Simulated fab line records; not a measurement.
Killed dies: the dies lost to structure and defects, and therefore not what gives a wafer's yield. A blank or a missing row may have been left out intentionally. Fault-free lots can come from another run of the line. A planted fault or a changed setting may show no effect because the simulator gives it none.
fab line records	flow sfq_line
[record] lots = 14	wafers = 42	last_day = 86
route steps=325 shown M2@89 R5@224 I7@307
lots that met no fault: from a run of the same line without faults
start_h: hours from the record's first day to the start of the lot's first wafer shown	wait_h: hours since the lot's step before	" identical to the entry in the row above	L1.1+2: one row covering several wafers at once	- no value present, or no start provided	* or withheld: withheld	< > ~ a bound
route shown NAME@n: names a module that has steps shown in the file, with the first one's number in the route	usual: mean and standard deviation over wafers with no fault	same: alike in all rows	chamber/n: place in a boat	sites: readings site by site	_std_site: their standard deviation	_edge_site: the outer-site mean with the inner-site mean subtracted	radius_mm: for every site, how far away it sits from the centre of the wafer	mask NAME#n: copy n	behind: the last tool/chamber to shape the wafer	hold: why the lot was held/for how many hours/how that ended	device: which transistor (n, p or np) failed to switch	end of line: the tests these same wafers got at the end of their route	where a step has no rows: the recipe by itself	killed: dies that structure and defects cost at the first sort, which is not the same as the wafer's yield	map: the dies of a wafer, with x for killed, . for not killed, _ for no die there
set.NAME: the setting that was run; set.NAME@STEP: the one run at that earlier step	model.NAME: the simulator's own value behind a step, which no gauge read
one table for each step of the route and one row for each wafer, over a sample of lots
services: when a tool's chamber went out of use (start_h, in hours from the record's first day, below 0 if earlier), for how many hours, and the reason
[[steps]]
[step SFQ_TRILAYER_M2_DEP_SPUTTER_055]
[recipe] material = Nb	base_pressure_pa = 1.33e-06	chamber_pressure_pa = 0.1333	substrate_temp_c = 20	resputter_cathode_voltage_v = 400	target_thk_nm = 200	power_w = 2000	time_s = 133.3
[usual] throttle_valve_pct = 29.9/1.2
lot.wafer	tool	chamber	start_h	wait_h	throttle_valve_pct
L248.2	pvd_sputter-03	-	251.64	0.0	27.5
L248.4	"	-	"	"	31.5
L248.5	"	-	"	"	31.3
L249.3	pvd_sputter-04	-	278.41	0.0	30.0
L249.4	"	-	"	"	28.8
L249.6	"	-	"	"	30.3
L250.3	pvd_sputter-04	-	412.29	0.0	29.0
L250.5	"	-	"	"	29.0
L250.6	"	-	"	"	29.0
L251.3	pvd_sputter-03	-	414.69	0.0	27.7
L251.5	"	-	"	"	30.2
L251.6	"	-	"	"	30.1
L252.2	pvd_sputter-05	-	677.90	0.0	27.8
L252.3	"	-	"	"	30.1
L252.4	"	-	"	"	30.5
L253.4	pvd_sputter-04	-	691.23	0.0	31.0
L253.5	"	-	"	"	30.6
L253.6	"	-	"	"	29.1
L257.1	pvd_sputter-05	-	762.15	0.0	29.9
L257.2	"	-	"	"	30.3
L257.3	"	-	"	"	28.3
L258.1	pvd_sputter-05	-	769.35	0.0	30.7
L258.5	"	-	"	"	30.3
L258.6	"	-	"	"	30.4
L258.1	pvd_sputter-05	-	769.61	0.2	30.6
L258.5	"	-	"	"	30.4
L258.6	"	-	"	"	30.3
L259.1	pvd_sputter-03	-	781.35	0.0	29.8
L259.3	"	-	"	"	27.5
L259.6	"	-	"	"	31.4
L262.2	pvd_sputter-04	-	818.35	0.0	30.6
L262.4	"	-	"	"	28.9
L262.5	"	-	"	"	29.0
L262.2	pvd_sputter-04	-	818.61	0.2	30.6
L262.4	"	-	"	"	28.8
L262.5	"	-	"	"	29.2
L266.2	pvd_sputter-04	-	831.42	0.0	29.1
L266.3	"	-	"	"	29.0
L266.4	"	-	"	"	30.7
L268.1	pvd_sputter-05	-	835.02	0.0	31.2
L268.3	"	-	"	"	28.0
L268.4	"	-	"	"	30.5
L269.1	pvd_sputter-04	-	837.42	0.0	29.0
L269.3	"	-	"	"	30.2
L269.4	"	-	"	"	30.9
L270.3	pvd_sputter-03	-	838.62	0.0	30.2
L270.5	"	-	"	"	30.2
L270.6	"	-	"	"	29.8
[step SFQ_M2_RS_MEAS_914]
[recipe] thk_meas_gauge = four-point-probe	reads = Nb_of_TRILAYER_M2_DEP_SPUTTER_055
[usual] M2_NB_RS = 0.893/0.0069
lot.wafer	tool	chamber	start_h	wait_h	M2_NB_RS[ohm/sq]
L248.2	film_metro-04	-	251.75	0.1	0.889
L248.4	"	-	"	"	0.893
L248.5	"	-	"	"	0.886
L249.3	film_metro-04	-	278.54	0.1	0.893
L249.4	"	-	"	"	0.897
L249.6	"	-	"	"	0.889
L250.3	film_metro-04	-	412.42	0.1	0.898
L250.5	"	-	"	"	0.891
L250.6	"	-	"	"	0.894
L251.3	film_metro-03	-	414.82	0.1	0.898
L251.5	"	-	"	"	0.899
L251.6	"	-	"	"	0.892
L252.2	film_metro-02	-	678.01	0.1	0.893
L252.3	"	-	"	"	0.894
L252.4	"	-	"	"	0.899
L253.4	film_metro-03	-	691.38	0.1	0.897
L253.5	"	-	"	"	0.891
L253.6	"	-	"	"	0.885
L257.1	film_metro-02	-	762.24	0.0	0.887
L257.2	"	-	"	"	0.879
L257.3	"	-	"	"	0.887
L258.1	film_metro-03	-	769.70	0.0	0.440
L258.5	"	-	"	"	0.441
L258.6	"	-	"	"	0.439
L259.1	film_metro-02	-	781.44	0.0	0.891
L259.3	"	-	"	"	0.883
L259.6	"	-	"	"	0.888
L262.2	film_metro-02	-	818.72	0.1	0.449
L262.4	"	-	"	"	0.454
L262.5	"	-	"	"	0.450
L266.2	film_metro-04	-	831.53	0.1	0.894
L266.3	"	-	"	"	0.897
L266.4	"	-	"	"	0.886
L268.1	film_metro-03	-	835.11	0.0	0.903
L268.3	"	-	"	"	0.899
L268.4	"	-	"	"	0.894
L269.1	film_metro-04	-	837.51	0.0	0.906
L269.3	"	-	"	"	0.899
L269.4	"	-	"	"	0.899
L270.3	film_metro-03	-	838.75	0.1	0.890
L270.5	"	-	"	"	0.885
L270.6	"	-	"	"	0.888
[step SFQ_TRILAYER_M2_ETCH_METAL_ETCH_060]
[recipe] target = Nb	stop_on = SiO2	mask_material = PR	chemistry = Cl2/Ar	target_depth_nm = 240	icp_w = 600	bias_w = 80	pressure_mtorr = 10	time_s = 120
[usual] bias_w = 80.02/0.23	drypump_motor_current_A = 5.8/0.54	he_backside_leak_sccm = 3.55/0.22	oes_product_au = 0.894/0.0059
lot.wafer	tool	chamber	start_h	wait_h	bias_w	drypump_motor_current_A	he_backside_leak_sccm	oes_product_au	rf_hours_counter_h
L248.2	rie_metal-01	1	357.88	0.0	80.18	6.2	3.48	0.898	32
L248.4	"	0	"	"	79.91	5.3	3.19	0.899	-
L248.5	"	1	"	"	80.12	6.2	3.43	0.891	-
L249.3	rie_metal-02	1	359.25	0.1	79.90	5.2	3.69	0.895	-
L249.4	"	0	"	"	79.98	6.1	3.40	0.883	-
L249.6	"	1	"	"	80.18	5.2	3.69	0.898	-
L250.3	rie_metal-03	1	417.44	0.1	79.90	6.1	3.52	0.892	-
L250.5	"	0	"	"	80.45	6.6	3.60	0.888	-
L250.6	"	1	"	"	80.05	6.1	3.72	0.891	-
L251.3	rie_metal-01	1	418.64	0.1	80.10	6.2	3.45	0.901	-
L251.5	"	1	"	"	79.95	6.2	3.46	0.891	-
L251.6	"	0	"	"	80.01	5.3	3.31	0.893	-
L252.2	rie_metal-01	0	680.52	0.0	79.65	5.3	3.21	0.902	130
L252.3	"	0	"	"	79.75	5.3	3.19	0.894	-
L252.4	"	1	"	"	80.05	6.2	3.58	0.888	-
L253.4	rie_metal-02	1	698.72	0.1	80.05	5.2	4.14	0.887	-
L253.5	"	1	"	"	80.49	5.2	3.77	0.892	-
L253.6	"	0	"	"	79.69	6.1	3.65	0.893	-
L257.1	rie_metal-02	0	764.89	0.0	80.04	6.1	3.26	0.897	114
L257.2	"	1	"	"	80.33	5.2	3.60	0.903	111
L257.3	"	0	"	"	80.32	6.2	3.23	0.893	-
L258.1	rie_metal-03	1	772.23	0.0	80.02	6.1	3.40	0.989	42
L258.5	"	1	"	"	80.17	6.1	3.44	1.005	-
L258.6	"	0	"	"	79.89	6.6	3.63	1.004	-
L259.1	rie_metal-01	1	786.25	0.0	79.81	6.2	3.63	0.896	89
L259.3	"	1	"	"	79.48	6.2	3.55	0.901	-
L259.6	"	0	"	"	80.31	5.3	3.24	0.900	-
L262.2	rie_metal-01	1	826.34	0.0	79.76	6.2	3.44	1.006	96
L262.4	"	0	"	"	80.51	5.3	3.27	1.006	-
L262.5	"	0	"	"	80.17	5.3	3.35	0.997	-
L266.2	rie_metal-03	0	834.74	0.0	79.99	6.6	3.36	0.890	43
L266.3	"	0	"	"	80.02	6.6	3.58	0.892	-
L266.4	"	1	"	"	80.23	6.1	3.49	0.909	-
L268.1	rie_metal-02	1	961.72	0.1	79.97	5.2	3.81	0.884	137
L268.3	"	1	"	"	80.02	5.2	3.86	0.892	-
L268.4	"	1	"	"	80.23	5.2	3.95	0.899	-
L269.1	rie_metal-03	1	964.06	0.0	79.81	6.1	3.43	0.891	72
L269.3	"	1	"	"	79.93	6.1	3.46	0.889	-
L269.4	"	0	"	"	80.19	6.6	3.36	0.889	-
L270.3	rie_metal-02	1	966.61	0.1	79.80	5.2	3.80	0.896	-
L270.5	"	1	"	"	79.91	5.2	3.75	0.898	-
L270.6	"	1	"	"	80.33	5.2	3.45	0.896	-
[step SFQ_TRILAYER_M2_STRIP_STRIP_061]
[recipe] gas = O2	power_w = 200	platen_temp_c = 40	overash_fraction = 0.65	chemistry = O2	pressure_mtorr = 50
[usual] drypump_motor_current_A = 5.8/0.54	he_backside_leak_sccm = 3.57/0.3	oes_product_au = 1.000/0.0068	platen_temp_c = 40.00/0.1
lot.wafer	tool	chamber	start_h	wait_h	drypump_motor_current_A	he_backside_leak_sccm	oes_product_au	platen_temp_c	rf_hours_counter_h
L248.2	rie_metal-01	1	358.01	0.1	6.2	3.35	0.996	39.77	32
L248.4	"	0	"	"	5.3	3.18	0.995	40.06	-
L248.5	"	1	"	"	6.2	3.29	1.001	40.20	-
L249.3	rie_metal-02	1	359.53	0.2	5.2	3.74	0.986	39.86	-
L249.4	"	0	"	"	6.1	3.59	1.006	39.90	-
L249.6	"	1	"	"	5.2	3.51	0.994	40.00	-
L250.3	rie_metal-03	1	417.72	0.2	6.1	3.70	0.996	40.16	-
L250.5	"	0	"	"	6.6	3.60	1.009	39.90	-
L250.6	"	1	"	"	6.1	3.62	1.008	40.07	-
L251.3	rie_metal-01	1	418.92	0.2	6.2	3.48	1.014	40.10	-
L251.5	"	1	"	"	6.2	3.41	1.005	39.91	-
L251.6	"	0	"	"	5.3	3.12	1.008	40.04	-
L252.2	rie_metal-01	0	680.64	0.1	5.3	3.43	0.999	40.16	130
L252.3	"	0	"	"	5.3	3.61	0.984	39.92	-
L252.4	"	1	"	"	6.2	3.56	0.993	39.98	-
L253.4	rie_metal-02	1	699.00	0.2	5.2	4.49	1.007	39.88	-
L253.5	"	1	"	"	5.2	3.66	0.995	39.90	-
L253.6	"	0	"	"	6.1	3.53	1.010	39.96	-
L257.1	rie_metal-02	0	765.02	0.1	6.1	3.31	1.008	39.73	114
L257.2	"	1	"	"	5.2	3.63	1.006	40.17	111
L257.3	"	0	"	"	6.1	3.19	1.000	39.85	-
L258.1	rie_metal-03	1	772.35	0.1	6.1	3.40	0.989	40.13	42
L258.5	"	1	"	"	6.1	3.35	0.993	40.15	-
L258.6	"	0	"	"	6.6	3.51	0.992	39.86	-
L259.1	rie_metal-01	1	786.38	0.1	6.2	3.46	0.992	39.98	89
L259.3	"	1	"	"	6.3	3.55	0.990	40.04	-
L259.6	"	0	"	"	5.3	3.58	0.997	40.06	-
L262.2	rie_metal-01	1	826.46	0.1	6.2	3.77	1.001	39.94	96
L262.4	"	0	"	"	5.3	3.43	1.015	39.92	-
L262.5	"	0	"	"	5.3	3.56	1.005	40.11	-
L266.2	rie_metal-03	0	834.86	0.1	6.6	3.33	1.002	39.89	44
L266.3	"	0	"	"	6.6	3.47	1.000	39.94	-
L266.4	"	1	"	"	6.1	3.54	0.993	40.03	-
L268.1	rie_metal-02	1	961.97	0.2	5.2	3.97	1.002	40.16	137
L268.3	"	1	"	"	5.2	3.75	0.997	40.11	-
L268.4	"	1	"	"	5.2	3.88	0.990	40.15	-
L269.1	rie_metal-03	1	964.19	0.1	6.1	3.41	0.983	40.12	72
L269.3	"	1	"	"	6.1	3.39	1.000	40.06	-
L269.4	"	0	"	"	6.6	3.53	1.013	39.97	-
L270.3	rie_metal-02	1	967.17	0.5	5.2	3.75	0.995	39.91	-
L270.5	"	1	"	"	5.2	3.63	0.989	39.96	-
L270.6	"	1	"	"	5.2	3.86	1.002	39.96	-
[step SFQ_TRILAYER_R5_BARC_OPEN_METAL_ETCH_177]
[recipe] mask_material = PR	chemistry = O2	target_depth_nm = 125	target = BARC	icp_w = 621.2	bias_w = 80	pressure_mtorr = 10	time_s = 41.7
[usual] bias_w = 79.94/0.22	drypump_motor_current_A = 5.9/0.51	he_backside_leak_sccm = 3.51/0.18	oes_product_au = 0.685/0.0046
lot.wafer	tool	chamber	start_h	wait_h	bias_w	drypump_motor_current_A	he_backside_leak_sccm	oes_product_au	rf_hours_counter_h
L248.2	rie_metal-01	0	1256.73	0.0	79.86	5.3	3.52	0.678	71
L248.4	"	1	"	"	79.94	6.2	3.53	0.681	-
L248.5	"	1	"	"	80.25	6.2	3.53	0.689	-
L249.3	rie_metal-01	0	1268.75	0.0	80.24	5.3	3.12	0.682	-
L249.4	"	1	"	"	80.25	6.2	3.55	0.684	-
L249.6	"	1	"	"	80.25	6.2	3.56	0.678	-
L250.3	rie_metal-01	1	1273.55	0.0	79.93	6.2	3.52	0.681	-
L250.5	"	0	"	"	79.95	5.3	3.13	0.688	-
L250.6	"	1	"	"	80.18	6.2	3.46	0.682	-
L251.3	rie_metal-03	0	1274.75	0.0	80.16	6.6	3.57	0.687	-
L251.5	"	0	"	"	79.91	6.6	3.57	0.690	-
L251.6	"	1	"	"	80.08	6.1	3.47	0.684	-
L252.2	rie_metal-02	1	1417.55	0.0	79.94	5.2	3.44	0.679	53
L252.3	"	1	"	"	80.21	5.2	3.52	0.685	-
L252.4	"	0	"	"	79.85	6.1	3.23	0.681	-
L253.4	rie_metal-02	0	1427.59	0.0	79.65	6.1	3.59	0.688	-
L253.5	"	0	"	"	79.72	6.1	3.33	0.689	-
L253.6	"	1	"	"	79.80	5.2	3.99	0.694	-
L257.1	rie_metal-02	0	1512.92	0.0	80.14	6.2	3.36	0.690	96
L257.2	"	1	"	"	79.82	5.2	3.68	0.678	69
L257.3	"	1	"	"	79.92	5.2	3.49	0.679	-
L258.1	rie_metal-03	1	1521.55	0.0	80.36	6.1	3.43	0.685	13
L258.5	"	0	"	"	80.10	6.6	3.51	0.671	-
L258.6	"	1	"	"	79.81	6.1	3.48	0.682	-
L259.1	rie_metal-02	1	1523.95	0.0	80.21	5.2	3.80	0.688	70
L259.3	"	0	"	"	80.30	6.1	3.27	0.687	-
L259.6	"	1	"	"	80.06	5.2	3.64	0.679	-
L262.2	rie_metal-02	1	1676.33	0.0	80.22	5.2	3.55	0.684	87
L262.4	"	1	"	"	80.30	5.2	3.96	0.683	-
L262.5	"	0	"	"	79.77	6.1	3.41	0.677	-
L266.2	rie_metal-02	0	1706.04	0.0	79.72	6.1	3.56	0.688	118
L266.3	"	1	"	"	79.69	5.2	3.68	0.683	-
L266.4	"	0	"	"	79.79	6.1	3.51	0.692	-
L268.1	rie_metal-01	1	1713.24	0.0	79.63	6.2	3.49	0.683	80
L268.3	"	1	"	"	79.54	6.2	3.67	0.679	-
L268.4	"	0	"	"	80.28	5.3	3.26	0.679	-
L269.1	rie_metal-03	1	1714.44	0.0	79.56	6.1	3.33	0.686	36
L269.3	"	1	"	"	79.57	6.1	3.45	0.678	-
L269.4	"	0	"	"	79.63	6.6	3.46	0.686	-
L270.3	rie_metal-02	1	1719.26	0.0	79.73	5.2	3.77	0.685	-
L270.5	"	0	"	"	79.85	6.1	3.56	0.693	-
L270.6	"	1	"	"	79.72	5.2	3.79	0.689	-
[step SFQ_TRILAYER_I7_VIA_BARC_OPEN_VIA_ETCH_260]
[recipe] mask_material = PR	chemistry = O2	target_depth_nm = 125	target = BARC	source_w = 500	bias_w = 80	pressure_mtorr = 30	time_s = 41.7
[usual] bias_w = 80.00/0.24	drypump_motor_current_A = 6.1/0.35	oes_product_au = 0.687/0.0045
lot.wafer	tool	chamber	start_h	wait_h	bias_w	drypump_motor_current_A	oes_product_au	rf_hours_counter_h
L248.2	rie_diel-01	2	1756.74	0.0	79.98	5.5	0.689	13
L248.4	"	2	"	"	80.16	5.4	0.683	-
L248.5	"	3	"	"	80.06	5.9	0.684	-
L249.3	rie_diel-04	3	1758.85	0.0	80.01	5.9	0.688	22
L249.4	"	0	"	"	80.38	6.2	0.684	14
L249.6	"	0	"	"	80.19	6.2	0.684	-
L250.3	rie_diel-03	3	1764.87	0.0	79.94	6.3	0.684	18
L250.5	"	1	"	"	79.97	6.2	0.685	-
L250.6	"	0	"	"	79.94	6.1	0.688	-
L251.3	rie_diel-01	3	1770.52	0.0	79.72	5.8	0.696	19
L251.5	"	0	"	"	79.78	6.7	0.690	-
L251.6	"	1	"	"	80.08	6.3	0.683	-
L252.2	rie_diel-03	2	1833.53	0.0	80.18	5.8	0.691	13
L252.3	"	3	"	"	80.06	6.3	0.692	18
L252.4	"	1	"	"	79.94	6.2	0.687	1
L253.4	rie_diel-01	1	1838.33	0.0	79.54	6.3	0.695	2
L253.5	"	3	"	"	80.53	5.8	0.693	-
L253.6	"	0	"	"	79.78	6.8	0.685	-
L257.1	rie_diel-04	3	1908.45	0.0	80.19	5.9	0.688	1
L257.2	"	1	"	"	80.03	5.5	0.692	21
L257.3	"	0	"	"	79.62	6.2	0.676	17
L258.1	rie_diel-03	0	1928.95	0.0	80.25	6.1	0.689	3
L258.5	"	0	"	"	80.18	6.1	0.687	-
L258.6	"	3	"	"	79.74	6.3	0.681	-
L259.1	rie_diel-01	3	1934.95	0.0	80.24	5.8	0.687	2
L259.3	"	1	"	"	80.03	6.3	0.681	4
L259.6	"	3	"	"	80.01	5.8	0.681	-
L262.2	rie_diel-03	3	2025.97	0.0	79.82	6.3	0.683	0
L262.4	"	2	"	"	80.25	5.9	0.684	17
L262.5	"	1	"	"	80.17	6.2	0.683	-
L266.2	rie_diel-01	2	2040.62	0.0	79.90	5.5	0.684	17
L266.3	"	1	"	"	80.40	6.4	0.681	5
L266.4	"	3	"	"	80.06	5.8	0.687	3
L268.1	rie_diel-01	0	2045.42	0.0	80.07	6.7	0.687	17
L268.3	"	1	"	"	80.15	6.3	0.691	6
L268.4	"	2	"	"	79.80	5.5	0.682	17
L269.1	rie_diel-03	1	2047.99	0.0	79.88	6.2	0.694	5
L269.3	"	3	"	"	80.13	6.3	0.685	1
L269.4	"	0	"	"	80.03	6.1	0.686	5
L270.3	rie_diel-04	1	2049.19	0.0	80.14	5.5	0.679	1
L270.5	"	1	"	"	79.89	5.5	0.686	-
L270.6	"	0	"	"	79.69	6.2	0.678	-
[[services]]
tool	chamber	start_h	hours	kind
rie_metal-02	0	236.28	11.7	repair
rie_metal-01	-	243.20	1.4	pm
rie_metal-02	0	289.66	11.2	repair
rie_metal-01	-	316.82	1.0	repair
rie_metal-02	0	327.09	12.5	repair
rie_metal-02	0	575.51	4.6	repair
rie_metal-02	0	592.82	10.0	repair
rie_metal-01	1	616.85	12.0	repair
rie_metal-01	-	695.73	14.6	pm
rie_metal-01	-	776.70	0.8	repair
rie_metal-02	0	886.28	3.5	repair
rie_metal-02	-	898.73	28.1	pm
rie_metal-02	1	928.93	20.3	repair
rie_metal-01	1	1004.32	48.7	repair
rie_metal-02	-	1091.76	2.8	pm
rie_metal-01	-	1115.28	28.1	pm
rie_metal-01	0	1158.35	12.4	repair
rie_metal-01	-	1183.03	4.3	pm
rie_metal-02	1	1203.92	48.4	repair
rie_metal-02	-	1263.77	0.3	repair
rie_metal-01	-	1449.10	0.9	repair
rie_metal-02	1	1468.06	4.8	repair
rie_metal-02	-	1470.36	1.4	pm
rie_metal-02	0	1690.97	1.3	repair
[[key]]
[first_sign] step = SFQ_TRILAYER_M2_DEP_SPUTTER_055	reading = visit	direction = added
[effect] step = SFQ_M2_RS_MEAS_914	reading = M2_NB_RS	direction = down	sigmas = 65	usual = 0.893	struck = 0.446
[effect] step = SFQ_TRILAYER_M2_ETCH_METAL_ETCH_060	reading = oes_product_au	direction = up	sigmas = 18	usual = 0.894	struck = 1.001
met_at SFQ_TRILAYER_M2_DEP_SPUTTER_055
struck_lots L258,L262
not_acting_at SFQ_TRILAYER_M2_STRIP_STRIP_061,SFQ_TRILAYER_R5_BARC_OPEN_METAL_ETCH_177,SFQ_TRILAYER_I7_VIA_BARC_OPEN_VIA_ETCH_260
[fault] kind = repeated_step_whole	tool = pvd_sputter-03,pvd_sputter-04,pvd_sputter-05	chamber = -	onset_h = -	steps = SFQ_TRILAYER_M2_DEP_SPUTTER_055	times = 1	scope = struck_lots_only
